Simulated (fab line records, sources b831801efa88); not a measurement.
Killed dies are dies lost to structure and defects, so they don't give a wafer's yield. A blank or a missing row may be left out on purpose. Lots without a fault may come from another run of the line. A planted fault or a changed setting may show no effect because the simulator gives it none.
fab line records | flow sky130
record lots=6 wafers=18 last_day=50
route steps=708 shown CAPM@547 METAL3@555 PAD_OPEN@708
lots that met no fault: from a run of the same line without faults
start_h: hours from the record's first day to the start of the lot's first wafer shown | wait_h: hours since the lot's step before | " the same as in the row above | L1.1+2: a row that stands for several wafers | - no value, or no start given | * or withheld: withheld | < > ~ a bound
route shown NAME@n: a module of which the file shows steps, and the number in the route of the first | usual: mean/standard deviation of fault-free wafers | same: alike in all rows | chamber/n: place in a boat | sites: the reading at each site | _std_site: their standard deviation | _edge_site: outer sites' mean less inner sites' | radius_mm: how far each site lies from the wafer's centre | mask NAME#n: copy n | behind: the tool/chamber that last shaped the wafer | hold: why the lot was held/for how many hours/how that ended | device: the transistor (n, p or np) that didn't switch | end of line: the same wafers' tests at the end of the route | a step without rows: its recipe alone | killed: dies lost to structure and defects at the first sort, not the wafer's yield | map: a wafer's dies, x killed, . not, _ none there
set.NAME: the setting as run; set.NAME@STEP: as run at that earlier step | model.NAME: the simulator's own value behind a step, which no gauge read
lots at some steps of the route; a table a step, a row a wafer
services: from which hour (start_h, from the record's first day; less than 0 if before it) a tool's chamber was out of use, for how many hours, and why
## steps
# step SKY_CAPM_PEB_10
# recipe temp_c=withheld time_s=* resist=NOVOLAK
# step SKY_CAPM_DEVELOP_11
# recipe resist=NOVOLAK developer=TMAH develop_time_s=60 dev_temp_c=23
# step SKY_CAPM_OVL_MEAS_12
# usual CAPM_OVL=0.6/1.4
# columns lot.wafer tool chamber start_h wait_h CAPM_OVL[nm]
L531.1 overlay-02 - 895.34 0.1 -0.7
L531.4 " - " " -2.0
L531.6 " - " " -1.6
L540.1 overlay-02 - 964.35 0.1 0.5
L540.2 " - " " -0.1
L540.5 " - " " -1.4
L541.1 overlay-02 - 974.45 0.1 1.3
L541.3 " - " " -2.9
L541.5 " - " " -0.7
L546.1 overlay-02 - 1008.75 0.1 -0.3
L546.3 " - " " 1.7
L546.5 " - " " 0.4
L549.3 overlay-01 - 1026.77 0.1 0.3
L549.5 " - " " 1.7
L549.6 " - " " 1.9
L550.2 overlay-01 - 1031.38 0.1 -0.6
L550.5 " - " " 1.0
L550.6 " - " " 0.1
# step SKY_CAPM_METAL_ETCH_13
# recipe target_depth_nm=220 stop_on=SiO2 chemistry=Cl2/BCl3 target=TiN pressure_mtorr=10 icp_w=900 bias_w=48.5 Cl2_flow_sccm=60 bcl3_flow_sccm=30 time_s=62.9
# usual drypump_motor_current_A=5.9/0.43 oes_product_au=0.941/0.0069 throttle_valve_pct=21.902/0.011
# columns lot.wafer tool chamber start_h wait_h drypump_motor_current_A oes_product_au rf_hours_counter_h throttle_valve_pct
L531.1 rie_metal-02 1 895.37 0.0 6.6 0.944 5 21.890
L531.4 " 0 " " 5.8 0.938 - 21.880
L531.6 " 1 " " 6.6 0.938 - 21.897
L540.1 rie_metal-03 0 964.39 0.0 6.3 0.938 0 21.907
L540.2 " 1 " " 5.6 0.938 2 21.887
L540.5 " 1 " " 5.6 0.938 - 21.919
L541.1 rie_metal-02 1 974.49 0.0 6.5 0.950 9 21.903
L541.3 " 0 " " 5.8 0.942 - 21.896
L541.5 " 1 " " 6.6 0.946 - 21.902
L546.1 rie_metal-04 1 1008.79 0.0 5.8 0.950 14 21.898
L546.3 " 1 " " 5.8 0.944 - 21.903
L546.5 " 0 " " 5.3 0.949 - 21.887
L549.3 rie_metal-03 0 1026.81 0.0 6.3 0.946 - 21.895
L549.5 " 0 " " 6.3 0.937 - 21.879
L549.6 " 1 " " 5.5 0.938 - 21.909
L550.2 rie_metal-02 0 1031.41 0.0 5.8 0.944 20 21.896
L550.5 " 1 " " 6.5 0.941 - 21.913
L550.6 " 0 " " 5.8 0.940 - 21.907
# step SKY_CAPM_STRIP_14
# recipe chemistry=O2/N2 power_w=1400 pressure_mtorr=1500 platen_temp_c=withheld o2_flow_sccm=3000 n2_flow_sccm=300 overash_fraction=0.5
# usual drypump_motor_current_A=5.8/0.42 o2_flow_sccm=3000/7.5 oes_product_au=0.710/0.0044 strip_time_to_endpoint_s=12.67/0.049
# columns lot.wafer tool chamber start_h wait_h drypump_motor_current_A o2_flow_sccm oes_product_au rf_hours_counter_h strip_time_to_endpoint_s
L531.1 plasma_asher-04 1 895.45 0.1 5.9 2993 0.710 74 12.54
L531.4 " 0 " " 5.7 2995 0.715 - 12.55
L531.6 " 1 " " 5.9 2998 0.704 - 12.56
L540.1 plasma_asher-03 1 964.47 0.1 5.8 2993 0.707 22 12.65
L540.2 " 0 " " 6.5 3008 0.717 22 12.68
L540.5 " 1 " " 5.8 2995 0.703 - 12.66
L541.1 plasma_asher-03 1 974.57 0.1 5.8 3008 0.703 23 12.65
L541.3 " 1 " " 5.8 3008 0.709 - 12.63
L541.5 " 1 " " 5.8 3001 0.714 - 12.64
L546.1 plasma_asher-04 1 1008.87 0.1 5.9 2993 0.714 85 12.77
L546.3 " 1 " " 5.9 2996 0.704 - 12.71
L546.5 " 0 " " 5.7 3010 0.708 - 12.69
L549.3 plasma_asher-04 0 1026.90 0.1 5.7 2993 0.715 - 12.74
L549.5 " 1 " " 5.9 3007 0.707 - 12.66
L549.6 " 0 " " 5.7 2986 0.708 - 12.63
L550.2 plasma_asher-01 0 1031.49 0.1 5.1 2988 0.708 124 12.67
L550.5 " 0 " " 5.1 2994 0.717 - 12.63
L550.6 " 1 " " 5.8 2997 0.709 - 12.64
# step SKY_CAPM_STRIP_15
# recipe chemistry=post_etch_residue_remover time_s=1200 temp_c=72.5
# step SKY_CAPM_CLEAN_16
# recipe chemistry=IPA time_s=180 temp_c=25
# step SKY_CAPM_CLEAN_17
# recipe chemistry=O3/DIW dry=n2_spin
# step SKY_METAL3_DEHYDRATE_05
# recipe temp_c=200 time_s=60
# step SKY_METAL3_HMDS_06
# recipe prime_time_s=60 prime_temp_c=120
# step SKY_METAL3_COAT_07
# recipe resist=BARC temp_c=withheld time_s=withheld spin_rpm=3000 resist_thk_nm=60
# step SKY_METAL3_COAT_08
# recipe resist=KrF-thick spin_rpm=3000 resist_thk_nm=1140
# step SKY_METAL3_SOFTBAKE_09
# recipe temp_c=100 time_s=90 resist=KrF-thick
# usual chill_plate_temp_C=23.01/0.099 heater_power_total_W=57.36/0.12 plate_temp_C=100.02/0.14
# columns lot.wafer tool chamber start_h wait_h chill_plate_temp_C heater_power_total_W plate_temp_C
L531.1 litho_track-03 0 908 - 22.98 57.38 100.55
L531.4 " 0 909 - 23.01 57.58 100.12
L531.6 " 0 " " 23.00 57.25 100.04
L540.1 litho_track-03 0 977 - 22.86 53.70 95.32
L540.2 " 0 " " 23.28 53.71 95.34
L540.5 " 0 " " 23.10 53.64 95.47
L541.1 litho_track-03 0 986 - 22.91 53.61 95.73
L541.3 " 0 " " 23.02 53.71 95.67
L541.5 " 0 987 - 23.03 53.86 95.55
L546.1 litho_track-02 0 1021 - 22.93 57.45 100.10
L546.3 " 0 " " 22.79 57.33 99.98
L546.5 " 0 " " 22.96 57.40 100.13
L549.3 litho_track-02 0 1037 - 23.05 57.50 99.72
L549.5 " 0 1038 - 23.16 57.19 99.74
L549.6 " 0 " " 23.14 57.43 99.88
L550.2 litho_track-04 0 1042 - 23.08 57.25 99.86
L550.5 " 0 1043 - 23.12 57.30 100.08
L550.6 " 0 " " 23.13 57.48 99.99
# step SKY_METAL3_EXPOSE_10
# recipe mask_id=MM3 na=0.68 source_shape=annular sigma_inner=0.4 sigma_outer=0.8 target_cd_nm=300 dose_mj=28
# step SKY_METAL3_PEB_11
# recipe peb_temp_c=withheld peb_time_s=withheld resist=KrF-thick
# step SKY_METAL3_DEVELOP_12
# recipe develop_time_s=60 resist=KrF-thick dev_temp_c=21
# usual chill_plate_temp_C=23.02/0.097
# columns lot.wafer tool chamber start_h wait_h chill_plate_temp_C model.KrF-thick_of_METAL3_COAT_08.thk_nm
L531.1 litho_track-03 0 - - 22.86 1130
L531.4 " 0 " " 22.90 1131
L531.6 " 0 " " 23.02 1128
L540.1 litho_track-04 0 - - 23.02 1133
L540.2 " 0 " " 23.15 1136
L540.5 " 0 " " 23.02 1133
L541.1 litho_track-03 0 - - 22.73 1135
L541.3 " 0 " " 22.98 1134
L541.5 " 0 " " 23.19 1131
L546.1 litho_track-03 0 - - 22.95 1128
L546.3 " 0 " " 22.97 1129
L546.5 " 0 " " 23.00 1127
L549.3 litho_track-04 0 - - 23.08 1127
L549.5 " 0 " " 23.13 1126
L549.6 " 0 " " 23.14 1128
L550.2 litho_track-04 0 - - 22.98 1129
L550.5 " 0 " " 22.98 1131
L550.6 " 0 " " 22.96 1130
# step SKY_METAL3_CD_MEAS_13
# recipe target_cd_nm=300
# usual cd_nm=299.3/1.4
# columns lot.wafer tool chamber start_h wait_h cd_nm
L531.1 cd_sem-02 - 921.87 - 298.3
L531.4 " - " " 295.3
L531.6 " - " " 296.4
L540.1 cd_sem-01 - 988.49 - 300.8
L540.2 " - " " 300.3
L540.5 " - " " 300.1
L541.1 cd_sem-01 - 998.82 - 299.9
L541.3 " - " " 300.6
L541.5 " - " " 300.7
L546.1 cd_sem-01 - 1031.72 - 298.4
L546.3 " - " " 300.0
L546.5 " - " " 299.4
L549.3 cd_sem-02 - 1049.83 - 301.3
L549.5 " - " " 300.6
L549.6 " - " " 303.0
L550.2 cd_sem-02 - 1054.16 - 299.1
L550.5 " - " " 298.2
L550.6 " - " " 299.4
# step SKY_METAL3_OVL_MEAS_14
# usual METAL3_OVL=0/5.5
# columns lot.wafer tool chamber start_h wait_h METAL3_OVL[nm]
L531.1 overlay-01 - 921.99 0.1 -3
L531.4 " - " " -6
L531.6 " - " " -1
L540.1 overlay-02 - 988.61 0.1 -6
L540.2 " - " " -8
L540.5 " - " " -1
L541.1 overlay-01 - 998.94 0.1 5
L541.3 " - " " 3
L541.5 " - " " 4
L546.1 overlay-01 - 1031.84 0.1 1
L546.3 " - " " -6
L546.5 " - " " 0
L549.3 overlay-02 - 1049.92 0.1 -10
L549.5 " - " " -5
L549.6 " - " " -7
L550.2 overlay-02 - 1054.27 0.1 -6
L550.5 " - " " -5
L550.6 " - " " -4
# step SKY_METAL3_DESCUM_15
# recipe chemistry=O2 source_power_w=150 bias_power_w=0 pressure_mtorr=10 temp_c=40 time_s=8
# usual drypump_motor_current_A=5.9/0.37 oes_product_au=0.996/0.0071
# same bias_power_w=0
# columns lot.wafer tool chamber start_h wait_h drypump_motor_current_A oes_product_au rf_hours_counter_h
L531.1 rie_metal-01 1 922.03 0.0 6.0 0.989 7
L531.4 " 1 " " 6.0 0.994 -
L531.6 " 0 " " 6.1 0.985 -
L540.1 rie_metal-01 1 988.65 0.0 6.0 0.991 10
L540.2 " 0 " " 6.2 1.001 15
L540.5 " 1 " " 6.0 0.995 -
L541.1 rie_metal-04 1 998.98 0.0 5.9 1.001 14
L541.3 " 1 " " 5.8 0.998 -
L541.5 " 1 " " 5.8 0.983 -
L546.1 rie_metal-04 1 1031.88 0.0 5.8 0.981 16
L546.3 " 1 " " 5.9 0.987 -
L546.5 " 0 " " 5.4 1.010 -
L549.3 rie_metal-02 1 1049.96 0.0 6.6 0.994 -
L549.5 " 1 " " 6.6 0.994 -
L549.6 " 0 " " 5.8 0.991 -
L550.2 rie_metal-02 0 1054.30 0.0 5.8 0.990 21
L550.5 " 0 " " 5.8 0.992 -
L550.6 " 1 " " 6.6 0.991 -
# step SKY_METAL3_ETCH_16
# recipe chemistry=N2/H2 target=BARC ion_energy_ev=200 bias_w=100 pressure_mtorr=30 n2_flow_sccm=100 h2_flow_sccm=200 icp_w=500 stop_on=SiO2 time_s=88.2 target_depth_a=600
# usual drypump_motor_current_A=5.9/0.37 oes_product_au=0.626/0.0046 throttle_valve_pct=13.205/0.0095
# columns lot.wafer tool chamber start_h wait_h drypump_motor_current_A oes_product_au rf_hours_counter_h throttle_valve_pct model.KrF-thick_of_METAL3_COAT_08.thk_nm
L531.1 rie_metal-01 1 922.06 0.0 6.0 0.623 7 13.201 1080
L531.4 " 1 " " 6.0 0.626 - 13.190 1081
L531.6 " 0 " " 6.2 0.626 - 13.195 1078
L540.1 rie_metal-01 1 988.68 0.0 6.0 0.621 10 13.192 1083
L540.2 " 0 " " 6.2 0.625 15 13.204 1087
L540.5 " 1 " " 6.0 0.620 - 13.207 1084
L541.1 rie_metal-04 1 999.01 0.0 5.8 0.623 14 13.217 1086
L541.3 " 1 " " 5.8 0.627 - 13.206 1085
L541.5 " 1 " " 5.9 0.629 - 13.191 1083
L546.1 rie_metal-04 1 1031.91 0.0 5.9 0.627 16 13.212 1079
L546.3 " 1 " " 5.9 0.622 - 13.197 1079
L546.5 " 0 " " 5.4 0.621 - 13.200 1077
L549.3 rie_metal-02 1 1050.01 0.0 6.6 0.624 - 13.212 1078
L549.5 " 1 " " 6.6 0.628 - 13.210 1076
L549.6 " 0 " " 5.8 0.629 - 13.204 1078
L550.2 rie_metal-02 0 1054.33 0.0 5.8 0.626 21 13.206 1079
L550.5 " 0 " " 5.8 0.629 - 13.199 1081
L550.6 " 1 " " 6.6 0.631 - 13.212 1080
# step SKY_METAL3_ETCH_17
# recipe target=SiO2 stop_on=TiN chemistry=C4F8/O2/Ar source_w=1500 bias_w=1200 pressure_mtorr=40 c4f8_flow_sccm=withheld O2_flow_sccm=6 Ar_flow_sccm=300 time_s=3.9 target_depth_a=150
# usual oes_product_au=0.753/0.0073
# columns lot.wafer tool chamber start_h wait_h oes_product_au rf_hours_counter_h
L531.1 rie_diel-03 0 922.16 0.1 0.746 16
L531.4 " 2 " " 0.748 13
L531.6 " 3 " " 0.751 -
L540.1 rie_diel-03 0 988.78 0.1 0.754 18
L540.2 " 2 " " 0.734 16
L540.5 " 0 " " 0.763 -
L541.1 rie_diel-03 0 999.11 0.1 0.749 18
L541.3 " 2 " " 0.748 16
L541.5 " 3 " " 0.759 -
L546.1 rie_diel-01 0 1032.01 0.1 0.740 5
L546.3 " 3 " " 0.739 10
L546.5 " 0 " " 0.746 -
L549.3 rie_diel-03 1 1050.08 0.0 0.758 23
L549.5 " 2 " " 0.758 -
L549.6 " 1 " " 0.760 -
L550.2 rie_diel-01 1 1054.43 0.1 0.751 4
L550.5 " 1 " " 0.756 -
L550.6 " 0 " " 0.762 -
# step SKY_PAD_OPEN_PROBE_99
# usual defect_limited_yield=82.8/1.8 killed_at_M0_to_M3=42/6.4 killed_at_M4_up=3.0/2 killed_at_contacts=24/5.2 killed_at_front_end=14/4.2 killed_at_other=0.4/0.72 killed_dies=84/9 killed_open=46/6.6 killed_short=38/6 sort_bin_3_pad_short=0.9/0.4 sort_bin_5_function=10.1/1.4 sort_bin_6_memory=6.2/1.1 sort_n_pass=408/9 sort_yield_pct=82.8/1.8
# same gross_dies=492 killed_at_back_side=0 sort_bin_4_leakage[%]=0 sort_bin_8_speed[%]=0
# columns lot.wafer tool chamber start_h wait_h defect_limited_yield[%] killed_at_M0_to_M3 killed_at_M4_up killed_at_contacts killed_at_front_end killed_at_other killed_dies killed_open killed_short sort_bin_3_pad_short[%] sort_bin_5_function[%] sort_bin_6_memory[%] sort_n_pass sort_yield_pct[%]
L531.1 prober-02 - 1092.25 0.1 83.3 39 2 24 16 1 82 55 27 1.2 9.6 5.9 410 83.3
L531.4 prober-02 - 1092.40 0.2 80.5 45 4 28 19 0 96 54 42 1.4 11.2 6.9 396 80.5
L531.6 prober-02 - 1092.50 0.2 85.2 30 0 36 7 0 73 37 36 0.6 9.1 5.1 419 85.2
L540.1 prober-01 - 1145.80 0.1 86.0 33 4 22 10 0 69 39 30 0.4 8.1 5.5 423 86.0
L540.2 prober-01 - 1145.85 0.1 85.6 29 3 23 15 1 71 37 34 0.4 8.3 5.7 421 85.6
L540.5 prober-01 - 1146.00 0.2 82.1 42 3 29 14 0 88 51 37 0.8 11.6 5.5 404 82.1
L541.1 prober-02 - 1154.89 0.1 82.5 40 5 25 16 0 86 48 37 1.2 10.2 6.1 406 82.5
L541.3 prober-02 - 1154.99 0.2 83.1 45 4 23 11 0 83 47 36 0.4 12.0 4.5 409 83.1
L541.5 prober-02 - 1155.09 0.2 83.3 37 2 28 15 0 82 43 38 0.6 10.4 5.7 410 83.3
L546.1 prober-01 - 1181.00 0.1 81.1 39 4 25 25 0 93 41 51 0.8 8.7 9.3 399 81.1
L546.3 prober-01 - 1181.10 0.2 81.1 49 5 23 16 0 93 52 41 0.8 10.0 8.1 399 81.1
L546.5 prober-01 - 1181.20 0.2 84.3 41 2 22 12 0 77 58 18 0.6 9.6 5.5 415 84.3
L550.2 prober-02 - 1197.37 0.1 83.5 41 9 16 15 0 81 41 40 1.0 9.1 6.3 411 83.5
L550.5 prober-02 - 1197.52 0.2 79.1 53 3 28 17 2 103 48 55 0.8 11.6 8.5 389 79.1
L550.6 prober-02 - 1197.57 0.2 80.3 51 4 24 17 1 97 54 43 0.4 14.4 4.9 395 80.3
# killed by level:class
L531.1 VIA1:geometric_particle:open=12 CONTACT:geometric_particle:open=9 VIA3:geometric_particle:open=7 VIA2:geometric_particle:open=7 LI_CONTACT:geometric_particle:open=5 LOCAL_INTERCONNECT:geometric_particle:short=5 FIELD_ISO:geometric_particle:open=4 POLY_GATE:geometric_particle:open=4
L531.4 CONTACT:geometric_particle:open=9 FIELD_ISO:geometric_particle:open=8 LI_CONTACT:geometric_particle:open=8 LOCAL_INTERCONNECT:geometric_particle:short=7 VIA3:geometric_particle:open=7 VIA2:geometric_particle:short=7 VIA1:geometric_particle:short=6 METAL2:geometric_particle:short=6
L531.6 CONTACT:geometric_particle:open=11 LI_CONTACT:geometric_particle:open=8 LOCAL_INTERCONNECT:geometric_particle:short=8 CONTACT:geometric_particle:short=7 METAL1:geometric_particle:short=7 VIA1:geometric_particle:open=6 METAL2:geometric_particle:short=5 VIA2:geometric_particle:open=4
L540.1 VIA1:geometric_particle:open=9 LI_CONTACT:geometric_particle:open=6 LI_CONTACT:geometric_particle:short=5 CONTACT:geometric_particle:open=5 VIA3:geometric_particle:open=5 METAL2:geometric_particle:short=4 FIELD_ISO:geometric_particle:short=3 CONTACT:geometric_particle:short=3
L540.2 CONTACT:geometric_particle:open=9 LI_CONTACT:geometric_particle:open=8 VIA1:geometric_particle:open=5 VIA3:geometric_particle:open=5 METAL1:geometric_particle:short=4 FIELD_ISO:geometric_particle:open=3 POLY_GATE:geometric_particle:short=3 LOCAL_INTERCONNECT:geometric_particle:short=3
L540.5 CONTACT:geometric_particle:open=11 LI_CONTACT:geometric_particle:open=10 VIA2:geometric_particle:open=9 VIA1:geometric_particle:open=7 METAL1:geometric_particle:short=6 VIA3:geometric_particle:open=5 METAL2:geometric_particle:short=4 FIELD_ISO:geometric_particle:open=3
L541.1 LI_CONTACT:geometric_particle:open=11 METAL2:geometric_particle:short=8 VIA1:geometric_particle:open=7 VIA2:geometric_particle:open=7 VIA3:geometric_particle:open=6 CONTACT:geometric_particle:open=5 FIELD_ISO:geometric_particle:short=4 LOCAL_INTERCONNECT:geometric_particle:short=4
L541.3 VIA1:geometric_particle:open=14 CONTACT:geometric_particle:open=10 VIA2:geometric_particle:open=6 METAL1:geometric_particle:short=5 VIA3:geometric_particle:open=5 LOCAL_INTERCONNECT:geometric_particle:short=4 CONTACT:geometric_particle:short=4 VIA1:geometric_particle:short=4
L541.5 LI_CONTACT:geometric_particle:open=11 CONTACT:geometric_particle:short=7 VIA1:geometric_particle:open=7 CONTACT:geometric_particle:open=6 METAL1:geometric_particle:short=6 POLY_GATE:geometric_particle:short=5 VIA3:geometric_particle:open=5 FIELD_ISO:geometric_particle:open=4
L546.1 CONTACT:geometric_particle:open=12 VIA1:geometric_particle:open=8 VIA3:geometric_particle:short=7 FIELD_ISO:geometric_particle:short=6 CONTACT:geometric_particle:short=5 VIA2:geometric_particle:short=5 VIA3:geometric_particle:open=5 POLY_GATE:geometric_particle:short=4
L546.3 VIA1:geometric_particle:open=11 LI_CONTACT:geometric_particle:open=8 CONTACT:geometric_particle:open=7 VIA2:geometric_particle:open=7 VIA3:geometric_particle:open=6 METAL2:geometric_particle:short=5 POLY_GATE:geometric_particle:short=4 METAL1:geometric_particle:short=4
L546.5 VIA1:geometric_particle:open=17 LI_CONTACT:geometric_particle:open=7 CONTACT:geometric_particle:open=7 VIA2:geometric_particle:open=6 VIA3:geometric_particle:open=5 POLY_GATE:geometric_particle:open=4 FIELD_ISO:geometric_particle:open=3 LOCAL_INTERCONNECT:geometric_particle:open=3
L550.2 VIA1:geometric_particle:open=8 VIA2:geometric_particle:open=6 CONTACT:geometric_particle:open=6 VIA3:geometric_particle:open=6 METAL4:geometric_particle:short=6 FIELD_ISO:geometric_particle:short=5 METAL1:geometric_particle:short=5 VIA1:geometric_particle:short=5
L550.5 METAL1:geometric_particle:short=11 VIA2:geometric_particle:open=9 VIA1:geometric_particle:open=8 LI_CONTACT:geometric_particle:open=8 CONTACT:geometric_particle:short=7 LI_CONTACT:geometric_particle:short=6 CONTACT:geometric_particle:open=6 VIA3:geometric_particle:open=6
L550.6 VIA1:geometric_particle:open=11 CONTACT:geometric_particle:open=10 VIA2:geometric_particle:open=8 FIELD_ISO:geometric_particle:short=7 VIA3:geometric_particle:open=7 VIA1:geometric_particle:short=5 LOCAL_INTERCONNECT:geometric_particle:short=4 VIA3:geometric_particle:short=4
## services
# columns tool chamber start_h hours kind
rie_diel-01 0 899.64 4.7 repair
rie_diel-01 2 903.55 2.1 repair
rie_diel-01 - 911.74 14.6 pm
plasma_asher-01 - 913.98 0.5 repair
rie_metal-03 1 919.12 - clean
rie_metal-03 1 919.12 22.6 scheduled_down
rie_metal-03 1 919.12 22.6 vent_cycle
plasma_asher-03 - 926.97 3.4 repair
rie_metal-03 0 941.71 - clean
rie_metal-03 0 941.71 16.1 scheduled_down
rie_metal-03 0 941.71 16.1 vent_cycle
rie_metal-01 - 944.44 1.2 repair
plasma_asher-03 - 949.10 9.8 pm
rie_diel-03 2 982.33 4.8 repair
rie_metal-01 - 993.12 0.4 repair
rie_metal-03 - 996.96 28.1 pm
rie_metal-04 0 1010.45 2.2 repair
plasma_asher-01 - 1023.66 1.1 repair
plasma_asher-03 - 1032.31 14.6 pm
## key
first_sign step=SKY_METAL3_SOFTBAKE_09 reading=plate_temp_C direction=down sigmas=32 usual=* struck=*
effect step=SKY_METAL3_SOFTBAKE_09 reading=heater_power_total_W direction=down sigmas=31 usual=* struck=*
model_effect step=SKY_METAL3_DEVELOP_12 value=KrF-thick_of_METAL3_COAT_08.thk_nm without=1127 struck=1134
model_effect step=SKY_METAL3_ETCH_16 value=KrF-thick_of_METAL3_COAT_08.thk_nm without=1077 struck=1085
met_at SKY_METAL3_SOFTBAKE_09
struck_wafers L540.1,L540.2,L540.5,L541.1,L541.3,L541.5
onset_between 908 977
fault kind=process_parameter_drift tool=litho_track-03 chamber=- onset_h=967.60 steps=SKY_METAL3_SOFTBAKE_09 channel=temp_c offset=* shape=step end_h=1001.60 acts_in=* stated=*
